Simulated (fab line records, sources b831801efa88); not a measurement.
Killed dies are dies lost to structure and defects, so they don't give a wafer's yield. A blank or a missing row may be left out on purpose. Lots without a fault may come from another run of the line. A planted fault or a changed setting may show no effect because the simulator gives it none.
Chamber matching | flow gf180mcu | GF_V4_CMP_04 on cmp-01: 4 sister chambers
The step polishes SiO2. 4 wafers are shown with their chamber, then 8 later ones without.

WAFERS WITH THEIR CHAMBER
wafer  | chamber | motor_current_A (A)
L301.1 | 1       | 11.1
L303.3 | 3       | 12.6
L303.6 | 0       | 10.8
L305.1 | 2       | 10.9

WAFERS WITHOUT THEIR CHAMBER
wafer  | motor_current_A (A)
L305.2 | 11.6
L305.6 | 10.6
L308.2 | 11.2
L308.5 | 13.7
L308.6 | 11.0
L309.1 | 12.9
L309.4 | 11.9
L309.6 | 11.6

WHICH CHAMBER EACH WENT THROUGH
wafer  | from the rows above               | in truth
L305.2 | can't be placed: 1 or 2 or 0 or 3 | 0
L305.6 | can't be placed: 0 or 2 or 1      | 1
L308.2 | can't be placed: 1 or 2 or 0      | 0
L308.5 | 3                                 | 3
L308.6 | can't be placed: 1 or 2 or 0      | 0
L309.1 | 3                                 | 3
L309.4 | can't be placed: 3 or 1 or 2 or 0 | 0
L309.6 | can't be placed: 1 or 2 or 0 or 3 | 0
Placed correctly: 2 of 8. Can't be placed from these rows: 6 (the true chamber is among the candidates in 6). Placed wrongly: 0.
How it was worked out, from the rows above alone: a wafer's distance from a chamber is the root of the sum, over the readings, of the square of ((its reading less the chamber's mean) divided by the reading's scatter). The wafer belongs to the nearest chamber; if the next one is less than 2 further off, it can't be placed. A chamber's mean is the mean of its shown wafers. The scatter: with one shown wafer a chamber, the root of the mean of the squares of how far each hidden wafer lies from its nearest shown one.
